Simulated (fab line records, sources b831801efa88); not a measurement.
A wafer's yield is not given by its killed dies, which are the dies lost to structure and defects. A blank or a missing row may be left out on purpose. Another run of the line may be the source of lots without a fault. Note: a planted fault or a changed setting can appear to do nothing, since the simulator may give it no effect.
Chamber matching | flow sky130 | rieDiel-02 running SKY_VIA3_ETCH_15: 4 sister chambers
The step etches SiO2 in C4F8/O2/Ar, stops on TiN, target depth 507 nm, time 78 s. 4 wafers are shown with their chamber, then 12 later ones without.

WAFERS, EACH WITH ITS CHAMBER
wafer  | chamber | oesProductAu (a.u.)
L078.1 | 2       | 0.949
L078.3 | 1       | 0.941
L087.2 | 3       | 0.950
L087.4 | 0       | 0.948

WAFERS WHOSE CHAMBER IS MISSING
wafer  | oesProductAu (a.u.)
L088.2 | 0.941
L088.3 | 0.942
L088.4 | 0.951
L091.1 | 0.946
L091.5 | 0.941
L091.6 | 0.952
L094.4 | 0.948
L094.5 | 0.946
L094.6 | 0.942
L097.1 | 0.943
L097.4 | 0.943
L097.5 | 0.951

WHICH CHAMBER EACH WENT THROUGH
wafer  | from the rows above          | in truth
L088.2 | 1                            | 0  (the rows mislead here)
L088.3 | 1                            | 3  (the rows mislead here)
L088.4 | can't be placed: 3 or 2 or 0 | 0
L091.1 | can't be placed: 0 or 2 or 3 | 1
L091.5 | 1                            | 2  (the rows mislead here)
L091.6 | can't be placed: 3 or 2 or 0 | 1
L094.4 | can't be placed: 0 or 2 or 3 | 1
L094.5 | can't be placed: 0 or 2 or 3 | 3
L094.6 | 1                            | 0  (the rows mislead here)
L097.1 | 1                            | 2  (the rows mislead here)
L097.4 | 1                            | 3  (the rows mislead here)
L097.5 | can't be placed: 3 or 2 or 0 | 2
Correct placement for 0 of the 12. Not placeable from these rows: 6 (in 3, the candidates include the true chamber). 6 placed wrongly.
How it was worked out, from the rows above alone: a wafer's distance from a chamber is the root of the sum, over the readings, of the square of ((its reading less the chamber's mean) divided by the reading's scatter). The wafer belongs to the nearest chamber; if the next one is less than 2 further off, it can't be placed. A chamber's mean is the mean of its shown wafers. The scatter (one wafer shown for each chamber): square how far every hidden wafer sits from the nearest shown wafer, average those squares and take the square root.
